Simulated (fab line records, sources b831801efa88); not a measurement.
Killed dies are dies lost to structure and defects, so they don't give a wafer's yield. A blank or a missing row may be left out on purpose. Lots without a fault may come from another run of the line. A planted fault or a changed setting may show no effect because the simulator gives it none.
Which tool did it? | flow gf180mcu | 6 lots, 18 wafers sampled, at 2 steps of a route of 602

WHAT THE GAUGES READ, wafer by wafer
GF_VT_IMPLANT_OVL_MEAS_40.
lot  | measured     | on         | VT_IMPLANT_03_OVL (nm)
L172 | day 7 19:37  | overlay-01 | 0.8 0.5 0.1
L174 | day 8 09:37  | overlay-01 | 0.5 -1.4 -0.5
L179 | day 9 17:11  | overlay-01 | -0.2 -1.4 -3.3
L186 | day 11 17:14 | overlay-02 | 0.4 -1.3 -0.1
L191 | day 13 01:59 | overlay-02 | -1.2 0.3 -0.7
L193 | day 13 16:47 | overlay-01 | 1.2 0.5 -0.6

WHICH TOOL RAN EACH LOT (tool, then ch and the chambers of the sampled wafers, then the start)
lot  | GF_VT_IMPLANT_DEVELOP_39
L172 | litho_track-02 ch 0, day 7 19:28
L174 | litho_track-02 ch 0, day 8 09:28
L179 | litho_track-04 ch 0, day 9 17:03
L186 | litho_track-04 ch 0, day 11 17:05
L191 | litho_track-04 ch 0, day 13 01:53
L193 | litho_track-02 ch 0, day 13 16:38
- GF_VT_IMPLANT_DEVELOP_39: develop time 60 s.

THE ANSWER, worked out from the rows above alone
Rule: what is usual is taken from the lots themselves. Put in order of their means at a reading, lots are off if they are a third of the lots or fewer, leave a main group of 4 or more, and stand apart from it by a gap of 3 or more times the standard deviation of the main group's means; of several such gaps the widest counts. A main group whose means are all the same, to the digits that the tables above print for the reading, isn't used. A lot without any number at a reading at which 4 lots or more have one is off too. The other lots that the step has rows for count as sound.
No lot is off at any reading shown: from this, nothing can be told.

WHAT THE SIMULATOR HAD PUT IN
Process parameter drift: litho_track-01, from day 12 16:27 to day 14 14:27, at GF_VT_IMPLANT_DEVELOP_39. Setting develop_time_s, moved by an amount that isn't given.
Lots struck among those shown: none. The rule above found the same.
